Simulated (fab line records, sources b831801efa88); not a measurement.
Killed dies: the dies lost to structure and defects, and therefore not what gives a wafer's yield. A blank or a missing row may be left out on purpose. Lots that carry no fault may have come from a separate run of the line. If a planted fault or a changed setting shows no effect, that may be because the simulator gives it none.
2 desks looking at one fault	flow gf180mcu	every desk sees just its own numbers, and what lay behind them comes last

THE METROLOGY DESK
What the gauges read for every lot (on any tool): the sampled wafers with a number, averaged. Marked OUT: a lot whose mean sits more than 4 standard deviations from the usual mean, which makes it out of limits; the brackets give that distance.
Columns: A = HV_LDD_3_TW at GF_HV_LDD_TW_MEAS_38, usual 1422; B = HV_LDD_4_TW at GF_HV_LDD_TW_MEAS_50, usual 564; C = HV_LDD_RS at GF_HV_LDD_RS_MEAS_53, usual 418.3 ohm/sq
lot	first seen here	A	B	C
L382	day 11 06:13	1425	561	419.8
L385	day 12 07:05	1431	567	417.6
L386	day 12 17:06	1426	566	417.7
L387	day 13 07:18	1434	559	418.2
L389	day 14 00:32	1420	561	420.1
L390	day 14 05:14	1434	566	418.9
L393	day 15 06:31	1386 (-4.2) OUT	560	424.5 (+6.7) OUT
L395	day 15 21:29	1384 (-4.4) OUT	564	425.4 (+7.8) OUT
L397	day 16 12:23	1426	569	417.7
L403	day 18 10:56	1416	562	418.4
L404	day 18 19:40	1425	568	418.0
L405	day 19 05:07	1432	559	417.4
This desk finds L393, L395 out of limits, with the earliest case on L393 at day 15 06:31 (HV_LDD_3_TW at GF_HV_LDD_TW_MEAS_38). L382, L385, L386, L387, L389, L390, L397, L403, L404, L405 stayed within limits.

FOR THE TOOL OWNER'S DESK: implanter-04
GF_HV_LDD_IMPLANT_36, tool's own readings: per-lot mean of the sampled wafers with a number, covering each lot this tool ran. Marked OUT: a lot whose mean sits more than 4 standard deviations from the usual mean, which makes it out of limits; the brackets give that distance.
Columns: A = doseIonsCm2 at GF_HV_LDD_IMPLANT_36, usual 7.499e+12; B = faradayCurrentUA at GF_HV_LDD_IMPLANT_36, usual 42.2
lot	first seen here	A	B
L385	day 12 06:51	7.498e+12	42.2
L389	day 14 00:18	7.511e+12	41.4
L390	day 14 05:00	7.499e+12	42.5
L393	day 15 06:16	4.886e+12 (-99 or more) OUT	27.7 (-16) OUT
L395	day 15 21:14	4.878e+12 (-99 or more) OUT	27.6 (-17) OUT
Finding of this desk: L393, L395 out of limits; the first was L393 at day 15 06:16, on doseIonsCm2 at GF_HV_LDD_IMPLANT_36. L385, L389, L390 stayed within limits.

ALL TOGETHER
On L393, L395, at day 15 06:16, an alarm was possible from the tool owner's desk.
The metrology desk could have raised an alarm at day 15 06:31, on L393, L395.
The lots listed all ran GF_HV_LDD_IMPLANT_36 on implanter-04.

WHAT WAS PUT IN BY THE SIMULATOR
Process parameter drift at GF_HV_LDD_IMPLANT_36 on implanter-04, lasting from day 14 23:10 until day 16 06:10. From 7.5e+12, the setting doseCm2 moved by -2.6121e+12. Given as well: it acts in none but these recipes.
Lots struck among those shown: L393, L395.
Counting hours from when the fault started, the first reading out of limits came at 7 for the tool owner's desk and at 7 for the metrology desk.
